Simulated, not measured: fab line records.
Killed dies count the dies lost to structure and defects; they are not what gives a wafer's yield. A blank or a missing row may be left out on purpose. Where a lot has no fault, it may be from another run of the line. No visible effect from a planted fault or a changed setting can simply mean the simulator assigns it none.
Chamber matching :: flow gf180mcu :: rie-diel-01 running GF_HV_LDD_ETCHBACK_58: 4 sister chambers
The step etches Si3N4 in CH3F/O2, stops on SiO2, time 100 s, target depth 90 nm. 18 wafers are shown with their chamber, then 9 later ones without.

## WAFERS PAIRED WITH THEIR CHAMBERS
wafer: L075.3
chamber: 0
throttle-valve-pct (%): 10.569
oes-product-au (a.u.): 0.841
chamber-pressure-mTorr (mTorr): 24.963

wafer: L075.4
chamber: 3
throttle-valve-pct (%): 10.566
oes-product-au (a.u.): 0.840
chamber-pressure-mTorr (mTorr): 24.988

wafer: L075.6
chamber: 0
throttle-valve-pct (%): 10.557
oes-product-au (a.u.): 0.838
chamber-pressure-mTorr (mTorr): 25.020

wafer: L077.4
chamber: 3
throttle-valve-pct (%): 10.556
oes-product-au (a.u.): 0.836
chamber-pressure-mTorr (mTorr): 25.016

wafer: L077.5
chamber: 1
throttle-valve-pct (%): 10.559
oes-product-au (a.u.): 0.845
chamber-pressure-mTorr (mTorr): 25.007

wafer: L077.6
chamber: 0
throttle-valve-pct (%): 10.569
oes-product-au (a.u.): 0.839
chamber-pressure-mTorr (mTorr): 24.978

wafer: L080.3
chamber: 2
throttle-valve-pct (%): 10.552
oes-product-au (a.u.): 0.842
chamber-pressure-mTorr (mTorr): 24.974

wafer: L080.4
chamber: 1
throttle-valve-pct (%): 10.559
oes-product-au (a.u.): 0.835
chamber-pressure-mTorr (mTorr): 25.036

wafer: L080.6
chamber: 2
throttle-valve-pct (%): 10.559
oes-product-au (a.u.): 0.844
chamber-pressure-mTorr (mTorr): 25.006

wafer: L086.2
chamber: 3
throttle-valve-pct (%): 10.575
oes-product-au (a.u.): 0.846
chamber-pressure-mTorr (mTorr): 25.012

wafer: L086.3
chamber: 0
throttle-valve-pct (%): 10.567
oes-product-au (a.u.): 0.845
chamber-pressure-mTorr (mTorr): 25.010

wafer: L086.5
chamber: 3
throttle-valve-pct (%): 10.556
oes-product-au (a.u.): 0.836
chamber-pressure-mTorr (mTorr): 25.005

wafer: L088.2
chamber: 0
throttle-valve-pct (%): 10.559
oes-product-au (a.u.): 0.839
chamber-pressure-mTorr (mTorr): 24.998

wafer: L088.4
chamber: 1
throttle-valve-pct (%): 10.568
oes-product-au (a.u.): 0.839
chamber-pressure-mTorr (mTorr): 24.973

wafer: L088.5
chamber: 1
throttle-valve-pct (%): 10.562
oes-product-au (a.u.): 0.847
chamber-pressure-mTorr (mTorr): 25.016

wafer: L090.1
chamber: 1
throttle-valve-pct (%): 10.557
oes-product-au (a.u.): 0.855
chamber-pressure-mTorr (mTorr): 24.973

wafer: L090.2
chamber: 0
throttle-valve-pct (%): 10.560
oes-product-au (a.u.): 0.850
chamber-pressure-mTorr (mTorr): 25.014

wafer: L090.5
chamber: 0
throttle-valve-pct (%): 10.563
oes-product-au (a.u.): 0.856
chamber-pressure-mTorr (mTorr): 25.004

SIGNATURES (averages over the wafers above)
reading: throttle-valve-pct
chamber 0: 10.56343
chamber 1: 10.56100
chamber 2: 10.55550
chamber 3: 10.56325
scatter within a chamber: 0.00596

reading: oes-product-au
chamber 0: 0.84400
chamber 1: 0.84420
chamber 2: 0.84300
chamber 3: 0.83950
scatter within a chamber: 0.00645

reading: chamber-pressure-mTorr
chamber 0: 24.99814
chamber 1: 25.00100
chamber 2: 24.99000
chamber 3: 25.00525
scatter within a chamber: 0.0217
Rule: for each reading, subtract the chamber's mean from the wafer's reading, divide by that reading's scatter and square the result; add these up over the readings and take the root, which gives the wafer's distance from the chamber. The wafer belongs to the nearest chamber; if the next one is less than 2 further off, it can't be placed. The scatter: take each reading less its chamber's mean, square it, sum over the shown wafers, divide by the number of wafers less the number of chambers, and take the root.

## WAFERS WHOSE CHAMBER IS MISSING
wafer: L092.1
throttle-valve-pct (%): 10.567
oes-product-au (a.u.): 0.849
chamber-pressure-mTorr (mTorr): 24.963

wafer: L092.4
throttle-valve-pct (%): 10.570
oes-product-au (a.u.): 0.854
chamber-pressure-mTorr (mTorr): 24.974

wafer: L092.5
throttle-valve-pct (%): 10.556
oes-product-au (a.u.): 0.842
chamber-pressure-mTorr (mTorr): 25.033

wafer: L095.2
throttle-valve-pct (%): 10.537
oes-product-au (a.u.): 0.845
chamber-pressure-mTorr (mTorr): 24.987

wafer: L095.3
throttle-valve-pct (%): 10.568
oes-product-au (a.u.): 0.843
chamber-pressure-mTorr (mTorr): 25.000

wafer: L095.6
throttle-valve-pct (%): 10.554
oes-product-au (a.u.): 0.841
chamber-pressure-mTorr (mTorr): 24.987

wafer: L097.4
throttle-valve-pct (%): 10.556
oes-product-au (a.u.): 0.850
chamber-pressure-mTorr (mTorr): 25.017

wafer: L097.5
throttle-valve-pct (%): 10.574
oes-product-au (a.u.): 0.844
chamber-pressure-mTorr (mTorr): 25.025

wafer: L097.6
throttle-valve-pct (%): 10.561
oes-product-au (a.u.): 0.848
chamber-pressure-mTorr (mTorr): 25.001

## CHAMBER TAKEN BY EACH
wafer: L092.1
from the rows above: can't be placed: 0 or 1 or 2 or 3
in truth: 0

wafer: L092.4
from the rows above: can't be placed: 0 or 1 or 3 or 2
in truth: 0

wafer: L092.5
from the rows above: can't be placed: 1 or 3 or 2 or 0
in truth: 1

wafer: L095.2
from the rows above: can't be placed: 2 or 1 or 0 or 3
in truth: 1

wafer: L095.3
from the rows above: can't be placed: 0 or 3 or 1 or 2
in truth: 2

wafer: L095.6
from the rows above: can't be placed: 2 or 1 or 0 or 3
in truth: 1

wafer: L097.4
from the rows above: can't be placed: 1 or 2 or 0 or 3
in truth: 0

wafer: L097.5
from the rows above: can't be placed: 3 or 0 or 1 or 2
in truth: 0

wafer: L097.6
from the rows above: can't be placed: 1 or 0 or 2 or 3
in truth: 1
Correct placement for 0 of the 9. These rows do not allow placing 9 (true chamber among the candidates in 9). Placed wrongly: 0.
